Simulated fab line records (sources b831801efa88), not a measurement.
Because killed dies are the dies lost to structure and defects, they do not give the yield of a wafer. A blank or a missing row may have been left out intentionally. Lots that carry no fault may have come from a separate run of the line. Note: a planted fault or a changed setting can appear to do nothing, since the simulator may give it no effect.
The tool behind it: which one? ; flow gf180mcu ; 7 lots with 21 wafers sampled at 2 steps, on a route of 602 steps

## WHAT THE GAUGES READ, wafer by wafer
GF_VT_IMPLANT_RS_MEAS_48: measures by four-point-probe.
lot;measured;on;LVPWELL_RS (ohm/sq)
L217;day 7 18:08;film_metro-02;1197 1199 1197
L219;day 8 10:11;film_metro-03;1200 1201 1197
L227;day 10 18:03;film_metro-04;1167 1168 1169
L230;day 11 12:13;film_metro-02;1199 1200 1202
L232;day 12 00:41;film_metro-02;1193 1191 1191
L235;day 12 22:31;film_metro-04;1195 1198 1199
L239;day 13 23:01;film_metro-03;1200 1205 1202

## WHICH TOOL RAN EACH LOT (tool, then ch and the chambers of the sampled wafers, then the start)
lot;GF_LVPWELL_IMPLANT_08
L217;implanter-02 ch 0, day 4 00:34
L219;implanter-02 ch 0, day 4 13:41
L227;implanter-02 ch 0, day 6 11:20
L230;implanter-01 ch 0, day 7 04:17
L232;implanter-04 ch 0, day 7 13:35
L235;implanter-04 ch 0, day 8 08:14
L239;implanter-04 ch 0, day 9 06:50
- GF_LVPWELL_IMPLANT_08

## THE ANSWER, worked out from the rows above alone
Rule: usual is defined by the lots themselves. The widest of any qualifying gaps counts: lots, ordered by their means at a reading, are off when they make up no more than a third of the lots, leave a main group of 4 or more, and stand apart from it by 3 or more times the standard deviation of that group's means. Not used: any main group whose means are identical at the precision the tables above print for the reading. Also off: a lot with no number at a reading for which 4 or more lots have one. Where the step has rows for the other lots, those lots are counted as sound.
Off: L227, seen at GF_VT_IMPLANT_RS_MEAS_48 (LVPWELL_RS). Main group: mean 1198 ohm/sq, sd 3.3.
If a tool, at a process step before that reading, ran all the lots that are off and no sound lot after the first of them, it fits. The gauges at GF_VT_IMPLANT_RS_MEAS_48 are tried like those tools. One fits: implanter-02 at GF_LVPWELL_IMPLANT_08. Its last sound lot is L219 (day 4 13:41), its first lot that is off L227 (day 6 11:20): a fault that began between those two fits.

## WHAT THE SIMULATOR HAD INSERTED
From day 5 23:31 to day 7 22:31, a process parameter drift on implanter-02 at GF_LVPWELL_IMPLANT_08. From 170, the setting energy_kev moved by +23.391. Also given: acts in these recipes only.
Shown lots that were struck: L227. The rule above reached the same finding.
